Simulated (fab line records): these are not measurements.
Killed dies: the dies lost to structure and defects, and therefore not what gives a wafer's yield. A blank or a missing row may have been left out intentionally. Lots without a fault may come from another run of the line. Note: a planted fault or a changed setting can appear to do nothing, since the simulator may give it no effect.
Comparing a struck lot with a sound one | flow gf180mcu | 43 steps out of a route of 602
Sound: these wafers, L768.1, L768.3, L768.4. Struck: wafer L773.6 (left out: L773.4, L773.5 of the same lot, which were not struck); the cause appears at the end.
Each step with rows lists, per side, the tool, then ch with its chambers, then its first start. Under that, the readings that differ: sound wafers | struck wafers | difference of the means | sigmas: that difference in standard deviations of wafers without a fault.
alike: a reading whose means differ by less than 2 such deviations, as well as words and numbers matching on both sides. not compared: withheld readings; readings where some wafer has no value; bounds like >300 that might hide an equal value; numbers whose values overlap and for which the record gives no deviation.
Wherever a step has rows on one side only, a row that says differs or no value, or a row with sigmas, the two part there. Numbers that don't overlap but have no deviation are shown without sigmas and don't part them. A reading missing from all wafers of one side parts the sides only when that side holds two or more wafers.

GF_STI_THK_MEAS_02:
  struck on film_metro-01, day 2 12:32; sound on film_metro-01, day 1 12:32
  alike: STI_OXIDATION_THK
then, 1 step without rows for these wafers: GF_STI_CVD_03 (deposits Si3N4 from DCS/NH3, target thk 207.16 nm, time 3551 s).
GF_STI_THK_MEAS_04:
  struck on film_metro-01, day 2 14:35; sound on film_metro-03, day 1 14:35
  alike: STI_CVD_03_THK
then, 7 steps without rows for these wafers: GF_STI_DEHYDRATE_05 (time 60 s); GF_STI_HMDS_06 (prime time 60 s); GF_STI_COAT_07 (resist thk 700 nm); GF_STI_SOFTBAKE_08 (time 60 s); GF_STI_EXPOSE_09 (exposes mask COMP, target cd 220 nm); GF_STI_PEB_10 (peb time 90 s); GF_STI_DEVELOP_11 (develop time 60 s).
GF_STI_CD_MEAS_12: target cd 220 nm.
  struck on cd_sem-02, day 3 02:22; sound on cd_sem-01, day 2 02:05
  alike: cd_nm
GF_STI_ETCH_13: etches the open film in CHF3/O2, stops on Si, target depth 282.31 nm, time 112.9 s.
  sound on rie_diel-01 ch 0,1,2, day 2 02:12; struck on rie_diel-03 ch 3, day 3 02:26
  reading                     | sound       | struck | difference | sigmas
  drypump_motor_current_A (A) | 6.2 6.1 6.2 | 5.2    | -1.0       | -2
  alike: oes_product_au, throttle_valve_pct
  not compared: rf_hours_counter_h
GF_STI_ETCH_14: etches Si in HBr/Cl2/O2, target depth 360 nm, time 102.9 s.
  sound on rie_si-02 ch 0,1, day 2 02:17; struck on rie_si-02 ch 2, day 3 02:31
  reading                | sound                | struck | difference | sigmas
  oes_product_au (a.u.)  | 1.010 1.002 1.018    | 0.979  | -0.031     | -3
  throttle_valve_pct (%) | 25.646 25.650 25.647 | 25.683 | +0.035     | +3
  alike: drypump_motor_current_A
  not compared: rf_hours_counter_h
GF_STI_STRIP_15: strips in O2/N2.
  sound on plasma_asher-02 ch 0,1, day 2 02:21; struck on plasma_asher-02 ch 0, day 3 02:37
  alike: drypump_motor_current_A, heater_power_w, oes_product_au, strip_time_to_endpoint_s
  not compared: rf_hours_counter_h
then, 6 steps without rows for these wafers: GF_STI_CLEAN_16 (cleans in dHF, time 25 s); GF_STI_WET_ETCH_17 (etches Si3N4 in H3PO4, target depth 45 nm, time 514 s); GF_STI_CLEAN_18 (cleans in SC1/SC2, time 150 s); GF_STI_CLEAN_19 (cleans in dHF, time 20 s); GF_STI_WET_ETCH_20 (etches SiO2 in dHF, target depth 20 nm, time 400 s); GF_STI_OXIDATION_21 (stabilise 600 s, purge 300 s, target thk 15 nm).
GF_STI_THK_MEAS_22:
  struck on film_metro-03, day 3 09:35; sound on film_metro-03, day 2 04:40
  alike: STI_OXIDATION_01_THK
then, 1 step without rows for these wafers: GF_STI_CVD_23 (deposits SiO2, target thk 650 nm, time 108.3 s).
GF_STI_THK_MEAS_24:
  struck on film_metro-01, day 3 09:44; sound on film_metro-03, day 2 04:48
  alike: STI_CVD_23_THK
GF_STI_CMP_25: polishes, stops on Si3N4, t overpolish 33 s, target thk 524.6 nm.
  sound on cmp-01 ch 0,2,3, day 2 04:52; struck on cmp-02 ch 2, day 3 09:46
  alike: motor_current_A, overpolish_run_s, time_to_endpoint_s
then, 4 steps without rows for these wafers: GF_STI_WET_ETCH_26 (etches SiO2 in dHF, target depth 94 nm, time 188 s); GF_STI_WET_ETCH_27 (etches Si3N4 in H3PO4, target depth 160 nm, time 1825 s); GF_STI_WET_ETCH_28 (etches SiO2 in dHF, target depth 20 nm, time 40 s); GF_STI_OXIDATION_29 (stabilise 600 s, purge 300 s, target thk 10 nm).
GF_STI_THK_MEAS_30:
  struck on film_metro-04, day 3 18:08; sound on film_metro-01, day 2 07:09
  alike: STI_OXIDATION_02_THK
then, 8 steps without rows for these wafers: GF_DNWELL_DEHYDRATE_00 (time 60 s); GF_DNWELL_HMDS_01 (prime time 60 s); GF_DNWELL_COAT_02 (resist thk 3000 nm); GF_DNWELL_SOFTBAKE_03; GF_DNWELL_EXPOSE_04 (exposes mask DNWELL, target cd 1700 nm); GF_DNWELL_PEB_05; GF_DNWELL_DEVELOP_06 (develop time 60 s); GF_DNWELL_IMPLANT_07.
GF_DNWELL_STRIP_08: strips in O2/N2.
  sound on plasma_asher-03 ch 0,1, day 2 19:22; struck on plasma_asher-04 ch 0, day 4 06:58
  alike: drypump_motor_current_A, heater_power_w, oes_product_au, strip_time_to_endpoint_s
  not compared: rf_hours_counter_h
GF_DNWELL_TW_MEAS_09:
  struck on film_metro-04, day 4 07:04; sound on film_metro-02, day 2 19:28
  reading   | sound          | struck | difference | sigmas
  DNWELL_TW | 1317 1329 1328 | 1362   | +37        | +3
then, 3 steps without rows for these wafers: GF_NWELL_DEHYDRATE_00 (time 60 s); GF_NWELL_HMDS_01 (prime time 60 s); GF_NWELL_COAT_02 (resist thk 3000 nm).
-- the record jumps here: 27 days lie between the struck wafers' starts before and after (it left off in module NWELL and takes up again in module PASSIVATION, whose first step shown is number 602 of the route) --
GF_PASSIVATION_PROBE_99:
  the record has rows for the struck wafers here (prober-01, day 30 21:13) and none for the sound ones

## WHERE THEY PART
At GF_STI_ETCH_13 first; at GF_PASSIVATION_PROBE_99 last (within this record only).

WHY: whatever the simulator had introduced
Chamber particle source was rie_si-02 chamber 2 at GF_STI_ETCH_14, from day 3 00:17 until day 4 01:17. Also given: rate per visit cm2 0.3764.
